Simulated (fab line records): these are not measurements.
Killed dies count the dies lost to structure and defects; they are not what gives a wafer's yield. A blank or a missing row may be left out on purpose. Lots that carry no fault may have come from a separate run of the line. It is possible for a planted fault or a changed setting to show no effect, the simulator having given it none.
Which of the tools did it? / flow gf180mcu / 11 lots, 33 wafers sampled, at 4 steps of a route of 602

## WHAT EACH GAUGE READ, for each wafer
GF_PASSIVATION_THK_MEAS_01.
lot=L613; measured=day 28 22:30; on=film-metro-01; PASSIVATION_CVD_00_THK (nm)=986 978 1006
lot=L615; measured=day 29 10:50; on=film-metro-04; PASSIVATION_CVD_00_THK (nm)=1001 983 1005
lot=L617; measured=day 30 05:52; on=film-metro-04; PASSIVATION_CVD_00_THK (nm)=991 1018 1030
lot=L618; measured=day 30 12:00; on=film-metro-04; PASSIVATION_CVD_00_THK (nm)=993 987 1004
lot=L620; measured=day 30 23:56; on=film-metro-01; PASSIVATION_CVD_00_THK (nm)=761 781 785
lot=L621; measured=day 31 08:41; on=film-metro-01; PASSIVATION_CVD_00_THK (nm)=1006 1018 1000
lot=L623; measured=day 31 12:55; on=film-metro-03; PASSIVATION_CVD_00_THK (nm)=784 807 774
lot=L624; measured=day 32 02:01; on=film-metro-04; PASSIVATION_CVD_00_THK (nm)=993 1013 1005
lot=L629; measured=day 33 05:35; on=film-metro-04; PASSIVATION_CVD_00_THK (nm)=1015 1018 1023
lot=L631; measured=day 33 14:35; on=film-metro-04; PASSIVATION_CVD_00_THK (nm)=997 1001 1020
lot=L633; measured=day 34 03:59; on=film-metro-03; PASSIVATION_CVD_00_THK (nm)=990 1008 1012

## WHICH TOOL RAN EACH LOT (tool, then ch and the chambers of the sampled wafers, then the start)
lot=L613; GF_V5_STRIP_18=plasma-asher-03 ch 0,1, day 28 00:42; GF_TOP_METAL_SPUTTER_01=pvd-sputter-02, day 28 02:04; GF_PASSIVATION_CVD_00=pecvd-03 ch 0,1, day 28 22:25
lot=L615; GF_V5_STRIP_18=plasma-asher-01 ch 0,1, day 28 13:27; GF_TOP_METAL_SPUTTER_01=pvd-sputter-02, day 28 14:49; GF_PASSIVATION_CVD_00=pecvd-04 ch 0,2, day 29 10:46
lot=L617; GF_V5_STRIP_18=plasma-asher-03 ch 0,1, day 29 08:35; GF_TOP_METAL_SPUTTER_01=pvd-sputter-02, day 29 09:54; GF_PASSIVATION_CVD_00=pecvd-04 ch 0,1,2, day 30 05:46
lot=L618; GF_V5_STRIP_18=plasma-asher-01 ch 0,1, day 29 14:26; GF_TOP_METAL_SPUTTER_01=pvd-sputter-04, day 29 15:49; GF_PASSIVATION_CVD_00=pecvd-03 ch 0,2, day 30 11:55
lot=L620; GF_V5_STRIP_18=plasma-asher-01 ch 0,1, day 30 02:56; GF_TOP_METAL_SPUTTER_01=pvd-sputter-01, day 30 04:26; GF_PASSIVATION_CVD_00=pecvd-03 ch 0,2, day 30 23:52
lot=L621; GF_V5_STRIP_18=plasma-asher-01 ch 0, day 30 11:24; GF_TOP_METAL_SPUTTER_01=pvd-sputter-02, day 30 12:55; GF_PASSIVATION_CVD_00=pecvd-04 ch 1,2, day 31 08:33
lot=L623; GF_V5_STRIP_18=plasma-asher-01 ch 0,1, day 30 16:48; GF_TOP_METAL_SPUTTER_01=pvd-sputter-04, day 30 18:07; GF_PASSIVATION_CVD_00=pecvd-03 ch 1,2, day 31 12:49
lot=L624; GF_V5_STRIP_18=plasma-asher-01 ch 0,1, day 31 06:12; GF_TOP_METAL_SPUTTER_01=pvd-sputter-02, day 31 07:37; GF_PASSIVATION_CVD_00=pecvd-01 ch 0,1, day 32 01:56
lot=L629; GF_V5_STRIP_18=plasma-asher-03 ch 0,1, day 32 11:16; GF_TOP_METAL_SPUTTER_01=pvd-sputter-04, day 32 12:50; GF_PASSIVATION_CVD_00=pecvd-04 ch 0,1, day 33 05:29
lot=L631; GF_V5_STRIP_18=plasma-asher-04 ch 0,1, day 32 20:16; GF_TOP_METAL_SPUTTER_01=pvd-sputter-02, day 32 21:38; GF_PASSIVATION_CVD_00=pecvd-04 ch 0,2, day 33 14:31
lot=L633; GF_V5_STRIP_18=plasma-asher-04 ch 0,1, day 33 10:55; GF_TOP_METAL_SPUTTER_01=pvd-sputter-04, day 33 12:15; GF_PASSIVATION_CVD_00=pecvd-04 ch 0,1,2, day 34 03:55
- GF_V5_STRIP_18: strips in O2/N2.
- GF_TOP_METAL_SPUTTER_01: material TiN, target thk 30 nm, time 25 s.
- GF_PASSIVATION_CVD_00: deposits SiO2 from TEOS, target thk 1000 nm, time 111.95 s.

## THE ANSWER, worked out from the rows above alone
Rule: the lots themselves supply what counts as usual. The widest of any qualifying gaps counts: lots, ordered by their means at a reading, are off when they make up no more than a third of the lots, leave a main group of 4 or more, and stand apart from it by 3 or more times the standard deviation of that group's means. A main group is skipped when, at the precision printed for the reading in the tables above, its means are all equal. Also off: a lot with no number at a reading for which 4 or more lots have one. Any other lot the step has rows for is counted as sound.
Off: L620, L623, seen at GF_PASSIVATION_THK_MEAS_01 (PASSIVATION_CVD_00_THK). Main group: mean 1004 nm, sd 8.6.
If a tool, at a process step before that reading, ran all the lots that are off and no sound lot after the first of them, it fits. The gauges at GF_PASSIVATION_THK_MEAS_01 are tried like those tools. One candidate fits, namely pecvd-03 at GF_PASSIVATION_CVD_00. Its last sound lot is L618 (day 30 11:55), its first lot that is off L620 (day 30 23:52): a fault that began between those two fits.

## WHAT THE SIMULATOR PUT IN
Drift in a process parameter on pecvd-03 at GF_PASSIVATION_CVD_00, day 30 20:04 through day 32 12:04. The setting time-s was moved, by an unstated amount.
Struck lots among those shown: L620, L623. This agrees with what the rule above found.
